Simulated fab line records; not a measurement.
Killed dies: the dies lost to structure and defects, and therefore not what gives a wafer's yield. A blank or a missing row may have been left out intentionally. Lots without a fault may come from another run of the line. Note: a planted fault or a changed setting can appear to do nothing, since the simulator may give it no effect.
Which of the tools did it? | flow gf180mcu | Sampling: 13 lots, 37 wafers, 6 of 602 route steps

## WHAT THE GAUGES SHOWED, per wafer
GF_STI_THK_MEAS_22.
lot  | measured    | on            | STI_OXIDATION_01_THK (nm)
L774 | day 2 03:53 | film_metro-01 | 14.72 14.99 14.98
L776 | day 2 14:33 | film_metro-01 | 14.96 15.12 15.01
L778 | day 3 00:28 | film_metro-04 | 14.90 14.75 14.94
L779 | day 3 04:38 | film_metro-03 | 15.04 14.87 15.23
L780 | day 3 10:50 | film_metro-01 | 14.98 15.08 15.04
L782 | day 3 20:31 | film_metro-01 | 15.56 15.73 15.79
L783 | day 4 01:33 | film_metro-01 | 15.25 15.25 15.42
L784 | day 4 06:33 | film_metro-03 | 15.21 15.08
L785 | day 4 13:33 | film_metro-01 | 15.02 15.21
L793 | day 6 05:25 | film_metro-03 | 15.28 15.35 15.68
L794 | day 6 12:08 | film_metro-04 | 15.01 15.24 15.06
L795 | day 6 18:21 | film_metro-01 | 15.24 15.08 15.40
L797 | day 7 02:31 | film_metro-01 | 15.15 15.29 15.11

GF_PSD_RS_MEAS_14: the measuring method here is four-point-probe.
lot  | measured     | on            | NSD_RS (ohm/sq)
L774 | day 14 04:14 | film_metro-04 | 46.13 46.29 46.24
L776 | day 14 21:07 | film_metro-01 | 46.15 46.33 46.21
L778 | day 15 11:08 | film_metro-04 | 46.00 46.05 46.05
L779 | day 15 17:26 | film_metro-02 | 46.19 46.35 46.15
L780 | day 16 04:16 | film_metro-01 | 46.04 45.98 46.08
L782 | day 16 20:12 | film_metro-01 | 46.28 46.16 46.09
L783 | day 17 04:46 | film_metro-01 | 46.16 47.98 46.20
L784 | day 17 13:51 | film_metro-01 | 47.86 47.97
L785 | day 17 21:37 | film_metro-04 | 46.14 47.95
L793 | day 20 19:43 | film_metro-02 | 46.19 46.17 46.14
L794 | day 21 06:07 | film_metro-04 | 46.09 46.19 46.14
L795 | day 21 21:22 | film_metro-01 | 46.18 46.27 46.24
L797 | day 22 06:58 | film_metro-02 | 45.94 45.96 46.10

GF_PSD_RS_MEAS_15: the measuring method here is four-point-probe.
lot  | measured     | on            | PSD_RS (ohm/sq)
L774 | day 14 04:22 | film_metro-04 | 108.6 108.7 108.9
L776 | day 14 21:14 | film_metro-01 | 108.8 108.8 108.8
L778 | day 15 11:15 | film_metro-04 | 108.1 108.6 108.6
L779 | day 15 17:33 | film_metro-02 | 109.1 108.8 108.4
L780 | day 16 04:23 | film_metro-01 | 108.5 108.5 108.4
L782 | day 16 20:19 | film_metro-01 | 108.7 108.7 108.6
L783 | day 17 04:53 | film_metro-01 | 108.7 113.8 108.9
L784 | day 17 13:58 | film_metro-01 | 113.9 113.3
L785 | day 17 21:44 | film_metro-04 | 108.5 114.0
L793 | day 20 19:50 | film_metro-02 | 108.8 108.6 108.7
L794 | day 21 06:14 | film_metro-04 | 108.8 108.9 108.4
L795 | day 21 21:29 | film_metro-01 | 108.7 108.7 108.8
L797 | day 22 07:05 | film_metro-02 | 107.6 108.0 108.0

GF_V1_OVL_MEAS_15.
lot  | measured     | on         | V1_OVL (nm)
L774 | day 17 23:57 | overlay-01 | -6 -6 -9
L776 | day 18 19:24 | overlay-01 | 3 -8 -2
L778 | day 19 11:05 | overlay-01 | 0 5 0
L779 | day 19 19:17 | overlay-02 | -11 -7 -10
L780 | day 20 07:37 | overlay-01 | 6 2 1
L782 | day 20 23:27 | overlay-02 | 6 -5 -5
L783 | day 21 10:20 | overlay-01 | -4 -8 -9
L784 | day 21 18:58 | overlay-02 | 2 6
L785 | day 22 01:44 | overlay-01 | -7 -1
L793 | day 24 18:52 | overlay-01 | -1 0 -1
L794 | day 25 05:02 | overlay-02 | 0 -3 -5
L795 | day 25 17:52 | overlay-02 | -8 -4 -2
L797 | day 26 03:52 | overlay-02 | -1 -2 -8

## EACH LOT AND THE TOOL THAT RAN IT (in order: tool; ch and the chambers of the sampled wafers; start)
lot  | GF_PSD_RTA_13                    | GF_CONTACT_STRIP_18
L774 | rtp_anneal-02 ch 0, day 14 04:09 | plasma_asher-02 ch 0,1, day 16 00:03
L776 | rtp_anneal-02 ch 0, day 14 20:57 | plasma_asher-01 ch 0,1, day 16 18:13
L778 | rtp_anneal-02 ch 0, day 15 11:03 | plasma_asher-03 ch 0,1, day 17 09:29
L779 | rtp_anneal-02 ch 0, day 15 17:21 | plasma_asher-03 ch 0,1, day 17 17:24
L780 | rtp_anneal-02 ch 0, day 16 04:10 | plasma_asher-01 ch 0,1, day 18 05:05
L782 | rtp_anneal-02 ch 0, day 16 20:07 | plasma_asher-02 ch 0,1, day 18 20:33
L783 | rtp_anneal-02 ch 0, day 17 04:40 | plasma_asher-01 ch 0,1, day 19 06:35
L784 | rtp_anneal-02 ch 0, day 17 13:45 | plasma_asher-01 ch 0, day 19 15:47
L785 | rtp_anneal-02 ch 0, day 17 21:32 | plasma_asher-03 ch 0,1, day 19 22:55
L793 | rtp_anneal-02 ch 0, day 20 19:38 | plasma_asher-01 ch 0,1, day 22 20:05
L794 | rtp_anneal-02 ch 0, day 21 06:01 | plasma_asher-02 ch 0,1, day 23 06:58
L795 | rtp_anneal-02 ch 0, day 21 21:17 | plasma_asher-03 ch 0,1, day 23 20:35
L797 | rtp_anneal-02 ch 0, day 22 06:53 | plasma_asher-02 ch 0,1, day 24 07:05
- GF_PSD_RTA_13: time 20 s.
- GF_CONTACT_STRIP_18: strips in O2/N2.

## WHAT THE TOOLS THEMSELVES READ (means of the sampled wafers that have a number; where no wafer has one, the mark that the record gives instead)
GF_PSD_RTA_13.
lot  | tool          | lamp_power_pct (%) | run_length_s (s) | wafer_temp_C_max
L774 | rtp_anneal-02 | 30.0               | 48.5             | 1033.7
L776 | rtp_anneal-02 | 30.0               | 48.4             | 1032.9
L778 | rtp_anneal-02 | 30.0               | 48.2             | 1034.4
L779 | rtp_anneal-02 | 30.0               | 48.5             | 1034.0
L780 | rtp_anneal-02 | 30.0               | 48.4             | 1034.6
L782 | rtp_anneal-02 | 29.9               | 48.4             | 1033.1
L783 | rtp_anneal-02 | 30.0               | 46.2             | 1034.0
L784 | rtp_anneal-02 | 29.9               | 41.8             | 1033.0
L785 | rtp_anneal-02 | 29.9               | 45.3             | 1033.5
L793 | rtp_anneal-02 | 30.0               | 48.3             | 1032.3
L794 | rtp_anneal-02 | 30.0               | 48.6             | 1034.4
L795 | rtp_anneal-02 | 30.0               | 48.5             | 1033.6
L797 | rtp_anneal-02 | 30.0               | 48.4             | 1033.9

GF_CONTACT_STRIP_18.
lot  | tool            | drypump_motor_current_A (A) | heater_power_w (W) | oes_product_au (a.u.)
L774 | plasma_asher-02 | 6.1                         | 301                | 0.578
L776 | plasma_asher-01 | 5.4                         | 353                | 0.585
L778 | plasma_asher-03 | 5.6                         | 332                | 0.585
L779 | plasma_asher-03 | 5.6                         | 330                | 0.583
L780 | plasma_asher-01 | 5.2                         | 326                | 0.587
L782 | plasma_asher-02 | 5.7                         | 313                | 0.580
L783 | plasma_asher-01 | 5.2                         | 327                | 0.583
L784 | plasma_asher-01 | 5.6                         | 368                | 0.579
L785 | plasma_asher-03 | 5.4                         | 314                | 0.587
L793 | plasma_asher-01 | 5.4                         | 349                | 0.577
L794 | plasma_asher-02 | 5.7                         | 318                | 0.578
L795 | plasma_asher-03 | 5.5                         | 326                | 0.578
L797 | plasma_asher-02 | 5.7                         | 308                | 0.583

## THE ANSWER, worked out from the rows above alone
Rule: usual is defined by the lots themselves. The widest of any qualifying gaps counts: lots, ordered by their means at a reading, are off when they make up no more than a third of the lots, leave a main group of 4 or more, and stand apart from it by 3 or more times the standard deviation of that group's means. Not used: any main group whose means are identical at the precision the tables above print for the reading. Also off: a lot with no number at a reading for which 4 or more lots have one. Any other lot the step has rows for is counted as sound. Order of review: gauges by route order, followed by the tools' own readings, for which a lot's mean as printed above is used. The first step at which some lot is off is used, and at that step the reading that is off furthest; a lot without a number counts as furthest.
Off: at GF_PSD_RS_MEAS_14 (NSD_RS), L783, L784, L785. The main group: mean 46.15 ohm/sq, standard deviation 0.086.
A tool fits if, at a process step before that reading, it ran every lot that is off, and no sound lot after the first of them. The gauges at GF_PSD_RS_MEAS_14 aren't tried: what is off there is off at GF_PSD_RTA_13 too, on other tools, and a gauge's error can't cause that. Not one of the candidates tried fits.

## WHAT THE SIMULATOR HAD PUT IN
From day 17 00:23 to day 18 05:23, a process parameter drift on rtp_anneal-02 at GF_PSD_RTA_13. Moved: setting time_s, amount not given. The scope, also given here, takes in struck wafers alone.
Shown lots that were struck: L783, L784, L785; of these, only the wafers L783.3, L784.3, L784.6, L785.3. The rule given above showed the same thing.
